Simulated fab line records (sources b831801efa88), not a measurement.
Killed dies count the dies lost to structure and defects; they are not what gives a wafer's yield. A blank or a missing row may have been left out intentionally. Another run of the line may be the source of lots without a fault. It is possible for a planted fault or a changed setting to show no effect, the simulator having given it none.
fab line records + flow gf180mcu
[record]
- lots = 12
- wafers = 36
- lastDay = 34
route steps=602 shown STI@4 M1@319 V2@399
lots that met no fault: taken from a fault-free run of the same line
startH: hours from the record's opening day to when the first of the lot's shown wafers began + waitH: hours elapsed since this lot's preceding step + " identical to the entry in the row above + L1.1+2: several wafers, shown together as one row + - no value, or no start given + * or withheld: withheld + < > ~ a bound
route shown NAME@n: names a module that has steps shown in the file, with the first one's number in the route + usual: average and standard deviation across the fault-free wafers + same: alike in all rows + chamber/n: place in a boat + sites: per-site readings + _std_site: their standard deviation + _edge_site: inner sites' mean taken away from outer sites' mean + radiusMm: how far each site lies from the wafer's centre + mask NAME#n: copy n + behind: the most recent tool/chamber to have shaped the wafer + hold: cause of the lot's hold/its duration in hours/its outcome + device: which transistor (n, p or np) failed to switch + end of line: the same wafers' tests at the end of the route + a step with no rows: only its recipe + killed: dies that structure and defects cost at the first sort, which is not the same as the wafer's yield + map: the dies of a wafer, with x for killed, . for not killed, _ for no die there
set.NAME: the setting that was run; set.NAME@STEP: the one run at that earlier step + model.NAME: the simulator's own value behind a step, which no gauge read
the route's steps for a sample of lots (tables are steps, rows are wafers)
services: when a tool's chamber went out of use (startH, in hours from the record's first day, below 0 if earlier), for how many hours, and the reason
[[steps]]
[step GF_STI_CVD_03]
[recipe]
- material = Si3N4
- precursor = DCS/NH3
- targetThkNm = 207.16
- tempC = 770
- timeS = 3551
- pressureMtorr = 250
[usual]
- spikeTcCentreC = 770.0/1.6
| lot.wafer | tool     | chamber | startH | waitH | spikeTcCentreC |
|-----------|----------|---------|--------|-------|----------------|
| L553.2    | lpcvd-02 | 0       | 16.70  | 0.0   | 769.4          |
| L553.4    | "        | 0       | "      | "     | 768.7          |
| L553.5    | "        | 0       | "      | "     | 767.4          |
| L554.1    | lpcvd-01 | 0       | 21.57  | 0.1   | 771.6          |
| L554.3    | "        | 0       | "      | "     | 770.7          |
| L554.5    | "        | 0       | "      | "     | 769.6          |
| L556.1    | lpcvd-01 | 0       | 32.44  | 0.1   | 771.5          |
| L556.3    | "        | 0       | "      | "     | 770.8          |
| L556.6    | "        | 0       | "      | "     | 769.9          |
| L557.1    | lpcvd-01 | 1       | 37.38  | 0.1   | 770.2          |
| L557.3    | "        | 1       | "      | "     | 771.9          |
| L557.6    | "        | 1       | "      | "     | 771.2          |
| L560.3    | lpcvd-01 | 1       | 52.65  | 0.0   | 783.9          |
| L560.4    | "        | 1       | "      | "     | 784.9          |
| L560.6    | "        | 1       | "      | "     | 784.9          |
| L563.3    | lpcvd-01 | 0       | 67.11  | 0.0   | 783.6          |
| L563.4    | "        | 0       | "      | "     | 783.2          |
| L563.5    | "        | 0       | "      | "     | 785.1          |
| L564.4    | lpcvd-02 | 0       | 71.57  | 0.0   | 769.0          |
| L564.5    | "        | 0       | "      | "     | 769.1          |
| L564.6    | "        | 0       | "      | "     | 768.2          |
| L567.3    | lpcvd-02 | 0       | 86.57  | 0.0   | 767.4          |
| L567.5    | "        | 0       | "      | "     | 768.9          |
| L567.6    | "        | 0       | "      | "     | 769.0          |
| L568.1    | lpcvd-02 | 0       | 92.26  | 0.1   | 768.3          |
| L568.2    | "        | 0       | "      | "     | 768.1          |
| L568.3    | "        | 0       | "      | "     | 768.7          |
| L569.3    | lpcvd-02 | 1       | 96.57  | 0.0   | 771.6          |
| L569.4    | "        | 1       | "      | "     | 770.0          |
| L569.6    | "        | 1       | "      | "     | 770.7          |
| L571.2    | lpcvd-02 | 0       | 106.92 | 0.4   | 767.3          |
| L571.5    | "        | 0       | "      | "     | 771.6          |
| L571.6    | "        | 0       | "      | "     | 768.7          |
| L575.1    | lpcvd-02 | 0       | 127.09 | 0.1   | 768.6          |
| L575.2    | "        | 0       | "      | "     | 769.8          |
| L575.3    | "        | 0       | "      | "     | 768.6          |
[step GF_STI_THK_MEAS_04]
[recipe]
- reads = Si3N4_of_STI_CVD_03
[usual]
- STI_CVD_03_THK = 206.0/1.7
| lot.wafer | tool         | chamber | startH | waitH | STI_CVD_03_THK[nm] |
|-----------|--------------|---------|--------|-------|--------------------|
| L553.2    | filmMetro-03 | -       | 18.69  | 0.0   | 206.8              |
| L553.4    | "            | -       | "      | "     | 206.2              |
| L553.5    | "            | -       | "      | "     | 206.9              |
| L554.1    | filmMetro-01 | -       | 24.55  | 0.0   | 207.7              |
| L554.3    | "            | -       | "      | "     | 208.4              |
| L554.5    | "            | -       | "      | "     | 208.9              |
| L556.1    | filmMetro-03 | -       | 34.43  | 0.0   | 207.7              |
| L556.3    | "            | -       | "      | "     | 206.6              |
| L556.6    | "            | -       | "      | "     | 206.0              |
| L557.1    | filmMetro-01 | -       | 39.37  | 0.0   | 208.2              |
| L557.3    | "            | -       | "      | "     | 208.1              |
| L557.6    | "            | -       | "      | "     | 207.2              |
| L560.3    | filmMetro-03 | -       | 54.66  | 0.0   | 214.5              |
| L560.4    | "            | -       | "      | "     | 216.4              |
| L560.6    | "            | -       | "      | "     | 222.2              |
| L563.3    | filmMetro-02 | -       | 69.11  | 0.0   | 216.6              |
| L563.4    | "            | -       | "      | "     | 212.6              |
| L563.5    | "            | -       | "      | "     | 211.5              |
| L564.4    | filmMetro-01 | -       | 73.59  | 0.0   | 205.8              |
| L564.5    | "            | -       | "      | "     | 206.0              |
| L564.6    | "            | -       | "      | "     | 206.1              |
| L567.3    | filmMetro-03 | -       | 88.58  | 0.0   | 203.8              |
| L567.5    | "            | -       | "      | "     | 203.2              |
| L567.6    | "            | -       | "      | "     | 205.9              |
| L568.1    | filmMetro-01 | -       | 94.24  | 0.0   | 205.7              |
| L568.2    | "            | -       | "      | "     | 203.3              |
| L568.3    | "            | -       | "      | "     | 203.1              |
| L569.3    | filmMetro-01 | -       | 98.58  | 0.0   | 207.4              |
| L569.4    | "            | -       | "      | "     | 206.6              |
| L569.6    | "            | -       | "      | "     | 205.4              |
| L571.2    | filmMetro-02 | -       | 108.92 | 0.0   | 206.1              |
| L571.5    | "            | -       | "      | "     | 207.7              |
| L571.6    | "            | -       | "      | "     | 205.9              |
| L575.1    | filmMetro-03 | -       | 129.08 | 0.0   | 207.3              |
| L575.2    | "            | -       | "      | "     | 207.3              |
| L575.3    | "            | -       | "      | "     | 208.2              |
[step GF_STI_ETCH_13]
[recipe]
- chemistry = CHF3/O2
- stopOn = Si
- overEtchFrac = 0.3
- targetDepthA = 2823.1
- sourceW = 600
- biasW = 200
- pressureMtorr = 40
- chf3FlowSccm = 50
- O2_flow_sccm = 5
- timeS = 112.9
[usual]
- drypumpMotorCurrentA = 5.8/0.42
- oesProductAu = 0.830/0.0055
- throttleValvePct = 8.809/0.0099
| lot.wafer | tool       | chamber | startH | waitH | drypumpMotorCurrentA | oesProductAu | rfHoursCounterH | throttleValvePct |
|-----------|------------|---------|--------|-------|----------------------|--------------|-----------------|------------------|
| L553.2    | rieDiel-02 | 3       | 30.30  | 0.1   | 5.7                  | 0.836        | 100             | 8.800            |
| L553.4    | "          | 2       | "      | "     | 5.8                  | 0.836        | 112             | 8.809            |
| L553.5    | "          | 3       | "      | "     | 5.7                  | 0.836        | -               | 8.801            |
| L554.1    | rieDiel-03 | 0       | 37.09  | 0.1   | 6.1                  | 0.834        | 7               | 8.812            |
| L554.3    | "          | 1       | "      | "     | 6.0                  | 0.842        | 86              | 8.821            |
| L554.5    | "          | 2       | "      | "     | 6.7                  | 0.828        | -               | 8.821            |
| L556.1    | rieDiel-03 | 0       | 46.46  | 0.1   | 6.0                  | 0.830        | 7               | 8.821            |
| L556.3    | "          | 3       | "      | "     | 5.5                  | 0.833        | 130             | 8.809            |
| L556.6    | "          | 1       | "      | "     | 6.0                  | 0.831        | -               | 8.811            |
| L557.1    | rieDiel-03 | 1       | 52.26  | 0.1   | 6.0                  | 0.837        | 87              | 8.818            |
| L557.3    | "          | 3       | "      | "     | 5.5                  | 0.838        | 130             | 8.809            |
| L557.6    | "          | 3       | "      | "     | 5.5                  | 0.832        | -               | 8.802            |
| L560.3    | rieDiel-01 | 3       | 68.09  | 0.1   | 5.3                  | 0.845        | 56              | 8.818            |
| L560.4    | "          | 1       | "      | "     | 6.3                  | 0.861        | 61              | 8.820            |
| L560.6    | "          | 0       | "      | "     | 6.0                  | 0.865        | -               | 8.822            |
| L563.3    | rieDiel-01 | 2       | 82.56  | 0.1   | 6.3                  | 0.856        | 90              | 8.823            |
| L563.4    | "          | 3       | "      | "     | 5.4                  | 0.839        | 56              | 8.827            |
| L563.5    | "          | 2       | "      | "     | 6.3                  | 0.838        | -               | 8.797            |
| L564.4    | rieDiel-03 | 3       | 87.34  | 0.0   | 5.5                  | 0.827        | 131             | 8.828            |
| L564.5    | "          | 2       | "      | "     | 6.7                  | 0.829        | -               | 8.803            |
| L564.6    | "          | 1       | "      | "     | 6.0                  | 0.826        | -               | 8.816            |
| L567.3    | rieDiel-02 | 1       | 102.19 | 0.1   | 5.1                  | 0.832        | 3               | 8.791            |
| L567.5    | "          | 1       | "      | "     | 5.1                  | 0.822        | -               | 8.816            |
| L567.6    | "          | 2       | "      | "     | 5.8                  | 0.825        | -               | 8.802            |
| L568.1    | rieDiel-01 | 0       | 108.40 | 0.1   | 6.0                  | 0.835        | 119             | 8.813            |
| L568.2    | "          | 2       | "      | "     | 6.3                  | 0.826        | 91              | 8.820            |
| L568.3    | "          | 1       | "      | "     | 6.3                  | 0.836        | 61              | 8.813            |
| L569.3    | rieDiel-01 | 1       | 112.86 | 0.1   | 6.3                  | 0.833        | 61              | 8.813            |
| L569.4    | "          | 2       | "      | "     | 6.3                  | 0.838        | 91              | 8.803            |
| L569.6    | "          | 1       | "      | "     | 6.3                  | 0.831        | -               | 8.797            |
| L571.2    | rieDiel-02 | 2       | 123.55 | 0.1   | 5.8                  | 0.823        | 114             | 8.833            |
| L571.5    | "          | 3       | "      | "     | 5.8                  | 0.823        | -               | 8.799            |
| L571.6    | "          | 0       | "      | "     | 5.3                  | 0.831        | -               | 8.797            |
| L575.1    | rieDiel-02 | 3       | 144.94 | 0.1   | 5.7                  | 0.820        | 104             | 8.812            |
| L575.2    | "          | 0       | "      | "     | 5.3                  | 0.838        | 39              | 8.815            |
| L575.3    | "          | 2       | "      | "     | 5.8                  | 0.834        | 115             | 8.819            |
[step GF_M1_SPUTTER_04]
[recipe]
- material = TiN
- targetThkNm = 50
- powerW = 6500
- timeS = 41.7
- chamberPressurePa = 0.4
[usual]
- throttleValvePct = 29.9/0.89
| lot.wafer | tool          | chamber | startH | waitH | throttleValvePct |
|-----------|---------------|---------|--------|-------|------------------|
| L553.2    | pvdSputter-01 | -       | 374.45 | 0.0   | 29.7             |
| L553.4    | "             | -       | "      | "     | 30.8             |
| L553.5    | "             | -       | "      | "     | 29.6             |
| L554.1    | pvdSputter-03 | -       | 380.86 | 0.0   | 29.2             |
| L554.3    | "             | -       | "      | "     | 29.6             |
| L554.5    | "             | -       | "      | "     | 29.8             |
| L556.1    | pvdSputter-03 | -       | 408.39 | 0.0   | 31.8             |
| L556.3    | "             | -       | "      | "     | 30.6             |
| L556.6    | "             | -       | "      | "     | 29.5             |
| L557.1    | pvdSputter-02 | -       | 410.58 | 0.0   | 30.7             |
| L557.3    | "             | -       | "      | "     | 28.4             |
| L557.6    | "             | -       | "      | "     | 28.2             |
| L560.3    | pvdSputter-01 | -       | 435.06 | 0.0   | 30.1             |
| L560.4    | "             | -       | "      | "     | 31.0             |
| L560.6    | "             | -       | "      | "     | 30.2             |
| L563.3    | pvdSputter-02 | -       | 466.45 | 0.0   | 29.2             |
| L563.4    | "             | -       | "      | "     | 30.9             |
| L563.5    | "             | -       | "      | "     | 29.3             |
| L564.4    | pvdSputter-01 | -       | 472.26 | 0.0   | 30.3             |
| L564.5    | "             | -       | "      | "     | 30.1             |
| L564.6    | "             | -       | "      | "     | 30.3             |
| L567.3    | pvdSputter-03 | -       | 496.22 | 0.0   | 30.8             |
| L567.5    | "             | -       | "      | "     | 31.8             |
| L567.6    | "             | -       | "      | "     | 29.5             |
| L568.1    | pvdSputter-01 | -       | 507.94 | 0.0   | 31.0             |
| L568.2    | "             | -       | "      | "     | 30.2             |
| L568.3    | "             | -       | "      | "     | 29.7             |
| L569.3    | pvdSputter-02 | -       | 512.84 | 0.0   | 30.6             |
| L569.4    | "             | -       | "      | "     | 28.1             |
| L569.6    | "             | -       | "      | "     | 28.2             |
| L571.2    | pvdSputter-01 | -       | 537.74 | 0.0   | 30.2             |
| L571.5    | "             | -       | "      | "     | 29.2             |
| L571.6    | "             | -       | "      | "     | 30.0             |
| L575.1    | pvdSputter-02 | -       | 562.36 | 0.0   | 29.5             |
| L575.2    | "             | -       | "      | "     | 29.1             |
| L575.3    | "             | -       | "      | "     | 30.6             |
[step GF_V2_ETCH_17]
[recipe]
- chemistry = C4F8/O2/Ar
- maskMaterial = KrF
- target = SiO2
- stopOn = TiN
- sourceW = 1500
- biasW = 1200
- pressureMtorr = 40
- c4f8FlowSccm = withheld
- O2_flow_sccm = 6
- Ar_flow_sccm = 300
- timeS = withheld
- targetDepthA = 6300
[usual]
- oesProductAu = 0.855/0.0045
| lot.wafer | tool       | chamber | startH | waitH | oesProductAu |
|-----------|------------|---------|--------|-------|--------------|
| L553.2    | rieDiel-03 | 2       | -      | -     | 0.853        |
| L553.4    | "          | 0       | "      | "     | 0.852        |
| L553.5    | "          | 2       | "      | "     | 0.856        |
| L554.1    | rieDiel-04 | 0       | -      | -     | 0.857        |
| L554.3    | "          | 2       | "      | "     | 0.851        |
| L554.5    | "          | 2       | "      | "     | 0.849        |
| L556.1    | rieDiel-04 | 1       | -      | -     | 0.862        |
| L556.3    | "          | 3       | "      | "     | 0.850        |
| L556.6    | "          | 2       | "      | "     | 0.860        |
| L557.1    | rieDiel-01 | 0       | -      | -     | 0.848        |
| L557.3    | "          | 3       | "      | "     | 0.859        |
| L557.6    | "          | 0       | "      | "     | 0.855        |
| L560.3    | rieDiel-01 | 3       | -      | -     | 0.856        |
| L560.4    | "          | 1       | "      | "     | 0.856        |
| L560.6    | "          | 0       | "      | "     | 0.860        |
| L563.3    | rieDiel-01 | 2       | -      | -     | 0.852        |
| L563.4    | "          | 0       | "      | "     | 0.857        |
| L563.5    | "          | 1       | "      | "     | 0.858        |
| L564.4    | rieDiel-04 | 1       | -      | -     | 0.856        |
| L564.5    | "          | 3       | "      | "     | 0.856        |
| L564.6    | "          | 0       | "      | "     | 0.855        |
| L567.3    | rieDiel-01 | 3       | -      | -     | 0.851        |
| L567.5    | "          | 3       | "      | "     | 0.852        |
| L567.6    | "          | 0       | "      | "     | 0.847        |
| L568.1    | rieDiel-03 | 3       | -      | -     | 0.851        |
| L568.2    | "          | 1       | "      | "     | 0.860        |
| L568.3    | "          | 0       | "      | "     | 0.852        |
| L569.3    | rieDiel-04 | 1       | -      | -     | 0.859        |
| L569.4    | "          | 2       | "      | "     | 0.854        |
| L569.6    | "          | 2       | "      | "     | 0.855        |
| L571.2    | rieDiel-04 | 0       | -      | -     | 0.863        |
| L571.5    | "          | 1       | "      | "     | 0.858        |
| L571.6    | "          | 2       | "      | "     | 0.862        |
| L575.1    | rieDiel-04 | 3       | -      | -     | 0.861        |
| L575.2    | "          | 1       | "      | "     | 0.857        |
| L575.3    | "          | 0       | "      | "     | 0.862        |
[step GF_V2_CMP_26]
[recipe]
- stopOn = SiO2
- downForcePsi = 3.5
- platenRpm = 60
- tOverpolishS = 15
- targetThkNm = 0
- padVelocityMS = 0.94248
[usual]
- motorCurrentA = 10.6/1.1
- overpolishRunS = 15.001/0.0078
- platenRpm = 60.00/0.039
- slurryFilterDpKPa = 13.49/0.14
- timeToEndpointS = 85/3.8
| lot.wafer | tool   | chamber | startH | waitH | motorCurrentA | overpolishRunS | platenRpm | slurryFilterDpKPa | timeToEndpointS |
|-----------|--------|---------|--------|-------|---------------|----------------|-----------|-------------------|-----------------|
| L553.4    | cmp-01 | 1       | 472.75 | 0.1   | 10.9          | 15.003         | 59.99     | 13.48             | 86              |
| L553.2    | "      | 3       | "      | "     | 13.5          | 15.006         | 60.05     | 13.55             | 83              |
| L553.5    | "      | 1       | "      | "     | 11.0          | 15.005         | 60.00     | 13.69             | 84              |
| L554.3    | cmp-01 | 0       | 482.82 | 0.0   | 11.4          | 14.989         | 59.99     | 13.59             | 81              |
| L554.1    | "      | 3       | "      | "     | 12.6          | 14.990         | 60.05     | 13.57             | 79              |
| L554.5    | "      | 0       | "      | "     | 11.8          | 14.999         | 59.98     | 13.25             | 82              |
| L556.1    | cmp-02 | 3       | 509.13 | 0.1   | 9.6           | 15.013         | 60.06     | 13.53             | 83              |
| L556.3    | "      | 0       | "      | "     | 10.5          | 15.002         | 59.99     | 13.62             | 86              |
| L556.6    | "      | 3       | "      | "     | 9.2           | 15.005         | 60.02     | 13.51             | 82              |
| L557.3    | cmp-02 | 2       | 511.14 | 0.1   | 9.9           | 14.993         | 59.98     | 13.48             | 86              |
| L557.1    | "      | 3       | "      | "     | 9.5           | 14.998         | 59.97     | 13.39             | 79              |
| L557.6    | "      | 1       | "      | "     | 10.5          | 15.006         | 59.91     | 13.66             | 90              |
| L560.4    | cmp-02 | 2       | 533.58 | 0.1   | 10.0          | 15.007         | 59.96     | 13.62             | 86              |
| L560.3    | "      | 0       | "      | "     | 10.4          | 15.003         | 60.04     | 13.58             | 83              |
| L560.6    | "      | 1       | "      | "     | 10.8          | 15.000         | 60.03     | 13.53             | 90              |
| L563.4    | cmp-01 | 1       | 564.55 | 0.0   | 10.7          | 14.988         | 59.93     | 13.29             | 86              |
| L563.3    | "      | 2       | "      | "     | 11.1          | 15.010         | 60.00     | 13.47             | 84              |
| L563.5    | "      | 1       | "      | "     | 10.8          | 14.995         | 59.98     | 13.56             | 87              |
| L564.4    | cmp-02 | 2       | 570.62 | 0.0   | 10.2          | 14.996         | 59.96     | 13.78             | 86              |
| L564.5    | "      | 2       | "      | "     | 9.6           | 14.997         | 59.99     | 13.38             | 85              |
| L564.6    | "      | 3       | "      | "     | 8.7           | 15.001         | 60.01     | 13.62             | 80              |
| L567.3    | cmp-02 | 1       | 591.08 | 0.1   | 10.4          | 15.005         | 59.91     | 13.69             | 90              |
| L567.5    | "      | 0       | "      | "     | 10.2          | 15.001         | 60.03     | 13.53             | 84              |
| L567.6    | "      | 1       | "      | "     | 10.1          | 15.009         | 59.98     | 13.54             | 87              |
| L568.1    | cmp-01 | 3       | 602.84 | 0.1   | 12.6          | 15.002         | 59.97     | 13.33             | 90              |
| L568.2    | "      | 0       | "      | "     | 11.5          | 15.004         | 60.05     | 13.39             | 81              |
| L568.3    | "      | 1       | "      | "     | 10.8          | 15.000         | 60.12     | 13.32             | 89              |
| L569.3    | cmp-01 | 0       | 607.23 | 0.2   | 11.6          | 14.985         | 60.08     | 13.41             | 84              |
| L569.4    | "      | 3       | "      | "     | 13.4          | 14.992         | 59.98     | 13.61             | 86              |
| L569.6    | "      | 0       | "      | "     | 12.1          | 14.990         | 60.07     | 13.49             | 85              |
| L571.2    | cmp-01 | 2       | 629.06 | 0.2   | 11.4          | 15.008         | 59.98     | 13.39             | 81              |
| L571.6    | "      | 3       | "      | "     | 12.0          | 15.006         | 59.90     | 13.50             | 85              |
| L571.5    | "      | 0       | "      | "     | 11.4          | 14.999         | 59.96     | 13.48             | 80              |
| L575.3    | cmp-01 | 0       | 650.87 | 0.1   | 11.3          | 14.992         | 59.98     | 13.60             | 85              |
| L575.1    | "      | 1       | "      | "     | 10.6          | 15.001         | 59.99     | 13.57             | 93              |
| L575.2    | "      | 2       | "      | "     | 11.4          | 14.996         | 59.98     | 13.32             | 83              |
[[services]]
| tool       | chamber | startH | hours | kind   |
|------------|---------|--------|-------|--------|
| cmp-01     | -       | -3.93  | 1.5   | repair |
| cmp-01     | -       | -1.26  | 44.9  | repair |
| rieDiel-01 | -       | 4.89   | 0.3   | repair |
| cmp-01     | -       | 32.73  | 2.6   | repair |
| rieDiel-01 | -       | 43.30  | 10.0  | pm     |
| rieDiel-03 | 2       | 44.51  | 22.8  | repair |
| cmp-01     | -       | 64.66  | 0.6   | repair |
| cmp-01     | -       | 65.39  | 4.0   | pm     |
| rieDiel-01 | 1       | 85.02  | 6.9   | repair |
| cmp-01     | -       | 112.38 | 1.3   | repair |
| lpcvd-02   | -       | 176.30 | 6.1   | pm     |
| lpcvd-02   | -       | 189.08 | 1.2   | repair |
| cmp-01     | -       | 204.39 | 15.6  | repair |
| cmp-01     | -       | 208.46 | 6.1   | repair |
| cmp-01     | -       | 233.60 | 0.8   | repair |
| cmp-01     | -       | 305.57 | 3.4   | pm     |
| cmp-01     | -       | 376.03 | 8.3   | pm     |
| rieDiel-01 | 2       | 403.65 | 1.2   | repair |
| cmp-01     | -       | 405.42 | 4.0   | pm     |
| rieDiel-01 | 1       | 406.35 | 2.3   | repair |
| lpcvd-02   | -       | 411.09 | 6.0   | pm     |
| lpcvd-02   | -       | 449.90 | 2.8   | pm     |
| lpcvd-02   | -       | 527.84 | 2.4   | repair |
| cmp-01     | -       | 558.74 | 4.3   | repair |
[[key]]
[firstSign]
- step = GF_STI_CVD_03
- reading = spikeTcCentreC
- direction = up
- sigmas = 9.2
- usual = 770.0
- struck = 784.3
[effect]
- step = GF_STI_THK_MEAS_04
- reading = STI_CVD_03_THK
- direction = up
- sigmas = 5.9
- usual = 206.0
- struck = 215.7
[effect]
- step = GF_STI_ETCH_13
- reading = oesProductAu
- direction = up
- sigmas = 3.8
- usual = 0.830
- struck = 0.851
- wafersMoved = 5
metAt GF_STI_CVD_03
struckLots L560,L563
testerLeftOut L560,L563
notActingAt GF_M1_SPUTTER_04,GF_V2_ETCH_17,GF_V2_CMP_26
onsetBetween 37.38 52.65
[fault]
- kind = processParameterDrift
- tool = lpcvd-01
- chamber = -
- onsetH = 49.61
- steps = GF_STI_CVD_03
- channel = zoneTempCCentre
- offset = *
- shape = step
- endH = 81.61
// testerLeftOut: of these lots the tester's yield and bins aren't shown, on N5 and GAA mostly nor the transistor test; their killed dies are dies lost to structure and defects alone, not to doping, threshold or leakage, so they don't give the yield
